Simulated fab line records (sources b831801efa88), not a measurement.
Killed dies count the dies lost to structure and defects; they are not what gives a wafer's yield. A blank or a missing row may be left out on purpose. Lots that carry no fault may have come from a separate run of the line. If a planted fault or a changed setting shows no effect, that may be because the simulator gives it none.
2 desks, one fault -- flow gf180mcu -- what lay behind the numbers comes last; until then each desk has only its own

DESK OF THE TOOL OWNER: cmp-02
The tool's own readings at GF_CONTACT_CMP_04 (polishes SiO2): means of the sampled wafers that have a number, for each lot that ran on this tool. A lot is out of limits, marked OUT, if its mean lies more than 4 standard deviations from the usual mean; the brackets give that distance.
Columns: A = motor current A at GF_CONTACT_CMP_04, usual 12.4 A; B = time to endpoint s at GF_CONTACT_CMP_04, usual 113 s
lot,first seen here,A,B
L165,day 16 03:18,11.8,114
L168,day 16 20:44,13.0,118
L176,day 20 01:59,13.7,100
L179,day 20 23:51,12.9,103
This desk's verdict: no lot among the 4 shows anything out of limits.

METROLOGY DESK
What the gauges read for every lot (on any tool): the sampled wafers with a number, averaged. A lot is out of limits, marked OUT, if its mean lies more than 4 standard deviations from the usual mean; the brackets give that distance.
Columns: A = CONTACT_CVD_00_THK at GF_CONTACT_THK_MEAS_01, usual 300 nm
lot,first seen here,A
L163,day 15 10:41,298
L164,day 15 11:55,299
L165,day 16 03:08,300
L166,day 16 12:22,302
L168,day 16 20:32,296
L169,day 17 05:47,299
L170,day 17 17:58,308
L171,day 18 01:52,300
L176,day 20 01:46,296
L179,day 20 23:37,304
L181,day 21 18:54,303
L185,day 22 21:31,305
L186,day 23 04:46,294
This desk's verdict: no lot among the 13 shows anything out of limits.

TAKEN TOGETHER
Nothing out of limits was seen by the tool owner's desk.
Metrology desk: nothing out of limits seen.

WHAT WAS PUT IN BY THE SIMULATOR
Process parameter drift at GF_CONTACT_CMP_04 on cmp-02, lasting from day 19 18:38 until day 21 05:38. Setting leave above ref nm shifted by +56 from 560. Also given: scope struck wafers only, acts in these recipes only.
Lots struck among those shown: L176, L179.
